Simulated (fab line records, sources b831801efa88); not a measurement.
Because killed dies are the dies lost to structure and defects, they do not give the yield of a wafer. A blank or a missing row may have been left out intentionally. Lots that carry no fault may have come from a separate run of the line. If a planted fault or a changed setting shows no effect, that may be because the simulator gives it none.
Which tool did it? || flow gf180mcu || Sampling: 7 lots, 21 wafers, 3 of 602 route steps

## WHAT EACH GAUGE READ, for each wafer
GF_POLY_GATE_OVL_MEAS_11.
{"lot": "L977", "measured": "day 9 11:57", "on": "overlay-02", "POLY_GATE_OVL (nm)": "2 -3 7"}
{"lot": "L980", "measured": "day 10 06:38", "on": "overlay-02", "POLY_GATE_OVL (nm)": "6 2 10"}
{"lot": "L983", "measured": "day 11 04:13", "on": "overlay-01", "POLY_GATE_OVL (nm)": "-1 4 4"}
{"lot": "L990", "measured": "day 13 06:01", "on": "overlay-02", "POLY_GATE_OVL (nm)": "-4 0 -3"}
{"lot": "L994", "measured": "day 14 14:09", "on": "overlay-02", "POLY_GATE_OVL (nm)": "-4 -2 -3"}
{"lot": "L996", "measured": "day 15 01:11", "on": "overlay-01", "POLY_GATE_OVL (nm)": "9 1 5"}
{"lot": "L999", "measured": "day 16 03:37", "on": "overlay-01", "POLY_GATE_OVL (nm)": "11 10 5"}

## EACH LOT AND THE TOOL THAT RAN IT (in order: tool; ch and the chambers of the sampled wafers; start)
{"lot": "L977", "GF_LVPWELL_STRIP_10": "plasma-asher-03 ch 0,1, day 4 01:24", "GF_VT_IMPLANT_IMPLANT_19": "implanter-02 ch 0, day 6 09:16"}
{"lot": "L980", "GF_LVPWELL_STRIP_10": "plasma-asher-04 ch 0,1, day 4 17:35", "GF_VT_IMPLANT_IMPLANT_19": "implanter-03 ch 0, day 7 04:48"}
{"lot": "L983", "GF_LVPWELL_STRIP_10": "plasma-asher-04 ch 0,1, day 5 09:36", "GF_VT_IMPLANT_IMPLANT_19": "implanter-03 ch 0, day 7 23:48"}
{"lot": "L990", "GF_LVPWELL_STRIP_10": "plasma-asher-03 ch 0,1, day 7 02:17", "GF_VT_IMPLANT_IMPLANT_19": "implanter-04 ch 0, day 9 22:31"}
{"lot": "L994", "GF_LVPWELL_STRIP_10": "plasma-asher-02 ch 0,1, day 8 02:37", "GF_VT_IMPLANT_IMPLANT_19": "implanter-04 ch 0, day 10 23:17"}
{"lot": "L996", "GF_LVPWELL_STRIP_10": "plasma-asher-02 ch 0,1, day 8 12:36", "GF_VT_IMPLANT_IMPLANT_19": "implanter-04 ch 0, day 11 10:15"}
{"lot": "L999", "GF_LVPWELL_STRIP_10": "plasma-asher-03 ch 0,1, day 9 07:51", "GF_VT_IMPLANT_IMPLANT_19": "implanter-03 ch 0, day 12 09:19"}
- GF_LVPWELL_STRIP_10: strips in O2/N2.
- GF_VT_IMPLANT_IMPLANT_19

## THE ANSWER, worked out from the rows above alone
Rule: usual is defined by the lots themselves. The widest of any qualifying gaps counts: lots, ordered by their means at a reading, are off when they make up no more than a third of the lots, leave a main group of 4 or more, and stand apart from it by 3 or more times the standard deviation of that group's means. If all means in a main group match to the digits the tables above print for the reading, that group is not used. A lot without any number at a reading at which 4 lots or more have one is off too. Any other lot the step has rows for is counted as sound.
Nothing can be told from this: no lot is off at any reading shown.

## WHAT HAD BEEN PUT IN BY THE SIMULATOR
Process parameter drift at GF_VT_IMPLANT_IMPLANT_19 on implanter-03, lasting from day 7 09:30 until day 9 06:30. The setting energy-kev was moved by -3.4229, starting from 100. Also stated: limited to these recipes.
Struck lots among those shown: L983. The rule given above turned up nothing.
